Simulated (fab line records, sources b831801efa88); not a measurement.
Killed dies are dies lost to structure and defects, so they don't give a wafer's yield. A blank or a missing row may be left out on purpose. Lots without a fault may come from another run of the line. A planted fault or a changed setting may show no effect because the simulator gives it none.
Chamber matching | flow gf180mcu | GF_PASSIVATION_CVD_00 on pecvd-03: 3 sister chambers
The step deposits SiO2 from TEOS, target thk 1000 nm, time 111.95 s. 3 wafers are shown with their chamber, then 7 later ones without.

WAFERS WITH THEIR CHAMBER
wafer  | chamber | heater_power_w (W)
L753.1 | 1       | 640
L753.3 | 2       | 578
L757.5 | 0       | 508

WAFERS WITHOUT THEIR CHAMBER
wafer  | heater_power_w (W)
L757.6 | 545
L759.1 | 692
L759.3 | 546
L759.4 | 597
L763.2 | 596
L763.3 | 660
L763.4 | 642

WHICH CHAMBER EACH WENT THROUGH
wafer  | from the rows above     | in truth
L757.6 | can't be placed: 2 or 0 | 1
L759.1 | 1                       | 1
L759.3 | can't be placed: 2 or 0 | 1
L759.4 | can't be placed: 2 or 1 | 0
L763.2 | can't be placed: 2 or 1 | 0
L763.3 | 1                       | 1
L763.4 | 1                       | 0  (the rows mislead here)
Placed correctly: 2 of 7. Can't be placed from these rows: 4 (the true chamber is among the candidates in 0). Placed wrongly: 1.
How it was worked out, from the rows above alone: a wafer's distance from a chamber is the root of the sum, over the readings, of the square of ((its reading less the chamber's mean) divided by the reading's scatter). The wafer belongs to the nearest chamber; if the next one is less than 2 further off, it can't be placed. A chamber's mean is the mean of its shown wafers. The scatter: with one shown wafer a chamber, the root of the mean of the squares of how far each hidden wafer lies from its nearest shown one.
